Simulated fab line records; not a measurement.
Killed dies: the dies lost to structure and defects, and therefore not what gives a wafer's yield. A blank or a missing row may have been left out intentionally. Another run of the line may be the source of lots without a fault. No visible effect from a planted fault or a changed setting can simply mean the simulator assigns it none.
What tool caused it? | flow sfq line | 41 wafers sampled from 14 lots at 1 step of a route of 325

== WHAT THE GAUGES SHOWED, per wafer ==
SFQ_L0V_OVL_MEAS_903. Usual: for L0V_OVL the level is 1 nm and the standard deviation is 6.3.
lot  | measured     | on         | L0V_OVL (nm) | flag
L941 | day 8 09:26  | overlay-02 | -3 -7 -16    |
L943 | day 8 23:29  | overlay-02 | 7 10 13      |
L944 | day 9 12:57  | overlay-01 | 1 -2         |
L946 | day 10 05:44 | overlay-02 | -2 -11 -6    |
L951 | day 11 12:35 | overlay-01 | -2 -3 0      |
L952 | day 11 23:57 | overlay-01 | 6 4 6        |
L954 | day 12 09:32 | overlay-02 | 7 6 8        |
L955 | day 12 18:04 | overlay-02 | 6 7 11       |
L956 | day 13 01:49 | overlay-02 | 7 -1 0       |
L957 | day 13 09:29 | overlay-02 | -7 2 -1      |
L958 | day 13 16:41 | overlay-02 | 2 4 3        |
L959 | day 14 00:37 | overlay-02 | 4 3 3        |
L960 | day 14 07:48 | overlay-02 | -4 -4 -1     |
L961 | day 14 14:59 | overlay-02 | 3 2 7        |

== TOOL THAT RAN EACH LOT (tool first, then ch and the chambers of the sampled wafers, then the start) ==
Before these readings, the record contains no process step.

== AS READ BY THE TOOLS THEMSELVES (means over the sampled wafers that have a number; for cases with no such wafer, the mark the record gives instead) ==
The record holds no such reading with a usual standard deviation.

== THE ANSWER, worked out from the rows above alone ==
Rule: a lot is off if the mean of its wafers that have a number lies more than 3 standard deviations from the usual mean. Also off: a lot with no number at a reading for which 4 or more lots have one. Where the step has rows for the other lots, those lots are counted as sound. Order of review: gauges by route order, followed by the tools' own readings, for which a lot's mean as printed above is used. At the first step where some lot is off, the reading lying furthest off is the one used; lots without a number count as furthest.
Across all readings shown, no lot is off: no conclusion can be drawn from this.

== WHAT WAS PUT IN BY THE SIMULATOR ==
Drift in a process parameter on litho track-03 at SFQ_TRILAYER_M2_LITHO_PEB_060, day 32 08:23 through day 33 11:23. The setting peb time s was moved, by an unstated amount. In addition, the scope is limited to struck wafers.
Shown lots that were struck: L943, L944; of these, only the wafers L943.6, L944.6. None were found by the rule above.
